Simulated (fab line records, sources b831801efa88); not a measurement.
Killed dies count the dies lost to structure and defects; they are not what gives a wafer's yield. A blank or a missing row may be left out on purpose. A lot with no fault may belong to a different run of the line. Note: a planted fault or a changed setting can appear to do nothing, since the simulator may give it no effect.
Which of the tools did it? -- flow gf180mcu -- 12 lots, 36 wafers sampled, at 6 steps of a route of 602

## WHAT THE GAUGES SHOWED, per wafer
GF_HV_LDD_CD_MEAS_07: the cd target is 400 nm.
lot,measured,on,cd nm (nm)
L276,day 10 12:53,cd sem-01,401.1 402.3 399.8
L279,day 11 11:29,cd sem-02,- - -
L288,day 13 22:32,cd sem-01,399.3 400.9 398.0
L290,day 14 04:45,cd sem-01,402.0 402.9 403.1
L289,day 14 05:02,cd sem-01,399.4 399.3 401.0
L291,day 14 17:40,cd sem-01,402.3 401.8 401.7
L292,day 15 00:35,cd sem-01,397.7 396.1 395.0
L293,day 15 07:50,cd sem-01,400.4 401.2 399.5
L296,day 16 08:16,cd sem-01,403.7 403.1 403.8
L297,day 16 08:32,cd sem-01,401.3 399.6 396.8
L298,day 16 15:41,cd sem-02,398.2 397.7 398.8
L299,day 17 02:01,cd sem-02,398.1 399.9 398.5

GF_HV_LDD_TW_MEAS_11.
lot,measured,on,HV_LDD_TW
L276,day 10 13:16,film metro-01,2406 2410 2389
L279,day 11 11:53,film metro-01,30 30 30
L288,day 13 22:56,film metro-01,2377 2379 2377
L290,day 14 05:43,film metro-03,2391 2382 2392
L289,day 14 05:50,film metro-03,2398 2386 2406
L291,day 14 18:04,film metro-02,2404 2406 2409
L292,day 15 00:59,film metro-03,2410 2401 2408
L293,day 15 08:13,film metro-03,2403 2412 2405
L296,day 16 08:39,film metro-02,2422 2429 2427
L297,day 16 08:56,film metro-01,2377 2382 2368
L298,day 16 16:05,film metro-01,2377 2371 2376
L299,day 17 02:25,film metro-03,2398 2402 2383

GF_HV_LDD_CD_MEAS_31: the cd target is 400 nm.
lot,measured,on,cd nm (nm)
L276,day 12 01:23,cd sem-02,399.9 400.4 399.8
L279,day 13 01:26,cd sem-02,397.4 396.5 396.4
L288,day 15 15:11,cd sem-01,398.3 398.8 399.5
L290,day 15 21:58,cd sem-01,400.9 404.5 399.4
L289,day 15 22:16,cd sem-02,402.3 397.5 400.2
L291,day 16 12:50,cd sem-02,399.7 397.4 399.4
L292,day 16 19:12,cd sem-01,398.8 398.1 398.0
L293,day 17 03:19,cd sem-01,399.9 397.3 395.0
L296,day 18 06:29,cd sem-01,397.5 396.4 395.7
L297,day 18 07:21,cd sem-01,401.7 399.9 400.6
L298,day 18 14:03,cd sem-01,399.8 399.4 399.8
L299,day 19 01:02,cd sem-02,397.9 399.2 400.0

GF_CONTACT_CD_MEAS_14: the cd target is 220 nm.
lot,measured,on,cd nm (nm)
L276,day 16 14:27,cd sem-01,219.3 219.4 219.9
L288,day 20 16:47,cd sem-01,218.6 219.3 219.7
L290,day 21 02:56,cd sem-02,223.1 220.6 221.4
L289,day 21 03:24,cd sem-02,218.7 219.2 218.2
L291,day 21 16:17,cd sem-02,218.8 218.8 220.4
L292,day 22 00:43,cd sem-02,219.3 219.9 219.0
L293,day 22 10:52,cd sem-02,217.2 217.5 218.3
L296,day 23 11:47,cd sem-02,218.1 218.0 219.0
L297,day 23 12:06,cd sem-02,221.2 220.2 221.0
L298,day 23 19:02,cd sem-01,218.8 218.6 218.5
L299,day 24 04:41,cd sem-01,218.9 219.7 219.2

## WHAT TOOL EACH LOT RAN ON (gives the tool, then ch and the chambers of the sampled wafers, and finally the start)
lot,GF_HV_LDD_EXPOSE_04,GF_HV_LDD_STRIP_49
L276,"iline stepper-02 ch 0, day 10 03:56","plasma asher-02 ch 0,1, day 12 21:40"
L279,"iline stepper-01 ch 0, day 11 02:20","plasma asher-02 ch 0,1, day 13 21:32"
L288,"iline stepper-01 ch 0, day 13 12:20","plasma asher-02 ch 0, day 16 13:26"
L290,"iline stepper-02 ch 0, day 13 18:27","plasma asher-03 ch 0,1, day 16 20:53"
L289,"iline stepper-01 ch 0, day 13 18:40","plasma asher-02 ch 0,1, day 16 21:22"
L291,"iline stepper-01 ch 0, day 14 07:49","plasma asher-02 ch 0,1, day 17 11:59"
L292,"iline stepper-01 ch 0, day 14 14:19","plasma asher-04 ch 0,1, day 17 19:10"
L293,"iline stepper-02 ch 0, day 14 22:07","plasma asher-04 ch 0,1, day 18 02:42"
L296,"iline stepper-02 ch 0, day 15 21:41","plasma asher-03 ch 0,1, day 19 07:49"
L297,"iline stepper-01 ch 0, day 15 22:05","plasma asher-03 ch 0,1, day 19 08:34"
L298,"iline stepper-01 ch 0, day 16 04:52","plasma asher-02 ch 0,1, day 19 15:17"
L299,"iline stepper-01 ch 0, day 16 14:34","plasma asher-03 ch 0,1, day 20 02:22"
- GF_HV_LDD_EXPOSE_04: exposes mask Nplus LV AREA, target cd 400 nm.
- GF_HV_LDD_STRIP_49: strips in O2/N2.

## WHAT THE TOOLS THEMSELVES READ (means of the sampled wafers that have a number; where no wafer has one, the mark that the record gives instead)
GF_HV_LDD_EXPOSE_04.
lot,tool,reticle temp C (C)
L276,iline stepper-02,23.02
L279,iline stepper-01,23.02
L288,iline stepper-01,23.00
L290,iline stepper-02,23.06
L289,iline stepper-01,22.97
L291,iline stepper-01,23.19
L292,iline stepper-01,23.02
L293,iline stepper-02,22.99
L296,iline stepper-02,23.02
L297,iline stepper-01,22.99
L298,iline stepper-01,22.98
L299,iline stepper-01,22.98

GF_HV_LDD_STRIP_49.
lot,tool,drypump motor current A (A),heater power w (W),oes product au (a.u.),strip time to endpoint s (s)
L276,plasma asher-02,5.5,332,0.718,12.57
L279,plasma asher-02,5.5,322,0.720,12.61
L288,plasma asher-02,5.4,333,0.716,12.63
L290,plasma asher-03,6.0,320,0.715,12.61
L289,plasma asher-02,5.5,331,0.714,12.64
L291,plasma asher-02,5.5,323,0.711,12.62
L292,plasma asher-04,5.9,348,0.708,12.58
L293,plasma asher-04,5.8,351,0.717,12.68
L296,plasma asher-03,5.4,328,0.712,12.60
L297,plasma asher-03,5.4,333,0.716,12.62
L298,plasma asher-02,5.5,327,0.717,12.60
L299,plasma asher-03,6.0,312,0.712,12.65

## THE ANSWER, worked out from the rows above alone
Rule: what is usual is taken from the lots themselves. Put in order of their means at a reading, lots are off if they are a third of the lots or fewer, leave a main group of 4 or more, and stand apart from it by a gap of 3 or more times the standard deviation of the main group's means; of several such gaps the widest counts. The tables above print the reading to a certain number of digits; a main group whose means all agree to those digits is not used. A lot without any number at a reading at which 4 lots or more have one is off too. Any other lot the step has rows for is counted as sound. Order of review: gauges by route order, followed by the tools' own readings, for which a lot's mean as printed above is used. The first step at which some lot is off is used, and at that step the reading that is off furthest; a lot without a number counts as furthest.
Off at GF_HV_LDD_CD_MEAS_07 (cd nm): L279. Without a number there: L279. Main group: mean 400.1 nm, sd 2.
If a tool, at a process step before that reading, ran all the lots that are off and no sound lot after the first of them, it fits. The gauges at GF_HV_LDD_CD_MEAS_07 aren't tried: what is off there is off at GF_HV_LDD_TW_MEAS_11 too, on other tools, and a gauge's error can't cause that. None of those tried fits.

## WHAT WAS PUT IN BY THE SIMULATOR
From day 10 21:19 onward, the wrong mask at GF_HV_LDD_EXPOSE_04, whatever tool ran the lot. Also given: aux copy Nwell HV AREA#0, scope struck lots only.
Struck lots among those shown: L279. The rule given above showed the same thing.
